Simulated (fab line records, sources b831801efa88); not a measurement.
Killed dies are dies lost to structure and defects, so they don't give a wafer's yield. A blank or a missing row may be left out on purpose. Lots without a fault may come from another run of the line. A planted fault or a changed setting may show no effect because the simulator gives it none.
Which tool did it? | flow sky130 | 14 lots, 42 wafers sampled, at 5 steps of a route of 708

WHAT THE GAUGES READ, wafer by wafer
SKY_SONOS_ONO_THK_MEAS_01. Usual: SONOS_ONO_OXIDATION_THK 2.60 nm, standard deviation 0.052.
lot  | measured     | on            | SONOS_ONO_OXIDATION_THK (nm) | flag
L199 | day 11 08:31 | film_metro-01 | 2.55 2.55 2.62               |
L200 | day 11 15:41 | film_metro-01 | 2.69 2.62 2.63               |
L201 | day 12 10:31 | film_metro-03 | 2.66 2.64 2.68               |
L202 | day 13 07:44 | film_metro-03 | 2.58 2.60 2.64               |
L203 | day 13 10:05 | film_metro-01 | 2.62 2.63 2.69               |
L205 | day 13 21:21 | film_metro-03 | 2.62 2.60 2.53               |
L207 | day 14 06:53 | film_metro-03 | 2.60 2.63 2.58               |
L210 | day 15 03:09 | film_metro-03 | 2.59 2.61 2.59               |
L213 | day 16 05:37 | film_metro-01 | 2.53 2.61 2.55               |
L214 | day 16 08:17 | film_metro-03 | 2.59 2.45 2.52               |
L215 | day 16 20:54 | film_metro-01 | 2.61 2.63 2.67               |
L216 | day 17 01:17 | film_metro-01 | 2.62 2.52 2.63               |
L220 | day 18 05:53 | film_metro-03 | 2.62 2.64 2.51               |
L221 | day 19 09:08 | film_metro-01 | 2.65 2.69 2.71               |

SKY_GATE_OXIDE_TW_MEAS_14. Usual: GATE_OXIDE_TW 226.5, standard deviation 2.1.
lot  | measured     | on            | GATE_OXIDE_TW     | flag
L199 | day 13 15:28 | film_metro-03 | 224.4 224.2 224.9 |
L200 | day 13 22:57 | film_metro-03 | 223.8 224.0 223.6 |
L201 | day 14 20:23 | film_metro-02 | 227.0 227.8 226.7 |
L202 | day 15 17:29 | film_metro-03 | 225.3 226.0 224.2 |
L203 | day 15 21:07 | film_metro-01 | 230.6 230.3 230.1 |
L205 | day 16 07:59 | film_metro-03 | 225.0 225.2 226.1 |
L207 | day 16 17:47 | film_metro-02 | 227.9 227.1 227.5 |
L210 | day 17 21:55 | film_metro-02 | 225.6 227.7 225.7 |
L213 | day 18 21:04 | film_metro-03 | 225.4 225.4 224.4 |
L214 | day 18 23:31 | film_metro-02 | 226.2 226.6 226.3 |
L215 | day 19 13:35 | film_metro-02 | 225.6 226.8 227.1 |
L216 | day 19 19:23 | film_metro-03 | 224.9 225.4 226.4 |
L220 | day 21 01:56 | film_metro-01 | 229.5 231.4 231.3 |
L221 | day 22 03:52 | film_metro-02 | 226.9 226.5 226.8 |

SKY_LDD_P_CD_MEAS_07: target cd 380 nm. Usual: cd_nm 380.4 nm, standard deviation 2.6.
lot  | measured     | on        | cd_nm (nm)        | flag
L199 | day 19 02:08 | cd_sem-01 | 379.3 376.5 378.6 |
L200 | day 19 07:44 | cd_sem-01 | 381.0 381.4 383.8 |
L201 | day 20 02:22 | cd_sem-02 | 383.1 383.0 382.6 |
L202 | day 21 01:14 | cd_sem-01 | 377.2 377.6 378.6 |
L203 | day 21 06:35 | cd_sem-02 | 382.5 381.2 380.2 |
L205 | day 21 17:25 | cd_sem-02 | 378.0 379.4 380.5 |
L207 | day 22 04:55 | cd_sem-01 | 379.4 379.9 380.4 |
L210 | day 23 08:53 | cd_sem-02 | 375.8 378.5 378.6 |
L213 | day 24 07:59 | cd_sem-02 | 381.8 380.2 380.6 |
L214 | day 24 11:41 | cd_sem-01 | 419.6 417.5 417.6 | OFF
L215 | day 24 21:10 | cd_sem-01 | 416.0 416.6 413.4 | OFF
L216 | day 25 06:20 | cd_sem-01 | 378.0 379.3 378.1 |
L220 | day 26 09:53 | cd_sem-01 | 377.5 377.9 375.5 |
L221 | day 27 09:52 | cd_sem-01 | 380.2 381.0 380.9 |

SKY_LDD_P_OVL_MEAS_08. Usual: LDD_P_OVL 0.0 nm, standard deviation 1.4.
lot  | measured     | on         | LDD_P_OVL (nm) | flag
L199 | day 19 02:13 | overlay-01 | 1.8 1.4 0.9    |
L200 | day 19 07:50 | overlay-01 | -0.5 0.4 2.4   |
L201 | day 20 02:29 | overlay-02 | -3.0 -2.6 -1.4 |
L202 | day 21 01:20 | overlay-02 | -0.2 -0.4 0.1  |
L203 | day 21 06:40 | overlay-02 | -0.6 -0.2 -1.8 |
L205 | day 21 17:32 | overlay-02 | -1.6 -0.6 0.2  |
L207 | day 22 05:01 | overlay-01 | 0.4 1.7 0.4    |
L210 | day 23 08:59 | overlay-01 | -1.8 -1.8 -0.6 |
L213 | day 24 08:05 | overlay-01 | 3.1 3.9 1.3    |
L214 | day 24 11:47 | overlay-01 | 0.2 -1.8 -0.5  |
L215 | day 24 21:17 | overlay-02 | 0.4 1.0 1.2    |
L216 | day 25 06:28 | overlay-02 | 0.9 -1.0 0.4   |
L220 | day 26 10:01 | overlay-02 | 1.0 1.5 -0.1   |
L221 | day 27 09:58 | overlay-01 | -0.6 -0.5 0.5  |

WHICH TOOL RAN EACH LOT (tool, then ch and the chambers of the sampled wafers, then the start)
lot  | SKY_LDD_P_DEVELOP_06
L199 | litho_track-04 ch 0, day 19 01:59
L200 | litho_track-02 ch 0, day 19 07:35
L201 | litho_track-02 ch 0, day 20 02:13
L202 | litho_track-02 ch 0, day 21 01:05
L203 | litho_track-04 ch 0, day 21 06:26
L205 | litho_track-02 ch 0, day 21 17:16
L207 | litho_track-04 ch 0, day 22 04:46
L210 | litho_track-02 ch 0, day 23 08:44
L213 | litho_track-02 ch 0, day 24 07:50
L214 | litho_track-02 ch 0, day 24 11:32
L215 | litho_track-02 ch 0, day 24 21:01
L216 | litho_track-04 ch 0, day 25 06:11
L220 | litho_track-04 ch 0, day 26 09:44
L221 | litho_track-01 ch 0, day 27 09:43
- SKY_LDD_P_DEVELOP_06: develop time 60 s.

WHAT THE TOOLS THEMSELVES READ (means of the sampled wafers that have a number; where no wafer has one, the mark that the record gives instead)
The record holds no such reading with a usual standard deviation.

THE ANSWER, worked out from the rows above alone
Rule: a lot is off if the mean of its wafers that have a number lies more than 3 standard deviations from the usual mean. A lot without any number at a reading at which 4 lots or more have one is off too. The other lots that the step has rows for count as sound. The gauges are gone through in route order, then the tools' own readings, and for those a lot's mean is taken as printed above. The first step at which some lot is off is used, and at that step the reading that is off furthest; a lot without a number counts as furthest.
Off: L214, L215, at SKY_LDD_P_CD_MEAS_07 (cd_nm).
A tool fits if, at a process step before that reading, it ran every lot that is off, and no sound lot after the first of them. The gauges at SKY_LDD_P_CD_MEAS_07 are tried like those tools. One fits: litho_track-02 at SKY_LDD_P_DEVELOP_06. Its last sound lot is L213 (day 24 07:50), its first lot that is off L214 (day 24 11:32): a fault that began between those two fits.

WHAT THE SIMULATOR HAD PUT IN
Process parameter drift: litho_track-02, from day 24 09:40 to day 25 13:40, at SKY_LDD_P_DEVELOP_06. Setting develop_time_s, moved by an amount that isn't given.
Lots struck among those shown: L214, L215. The rule above found the same.
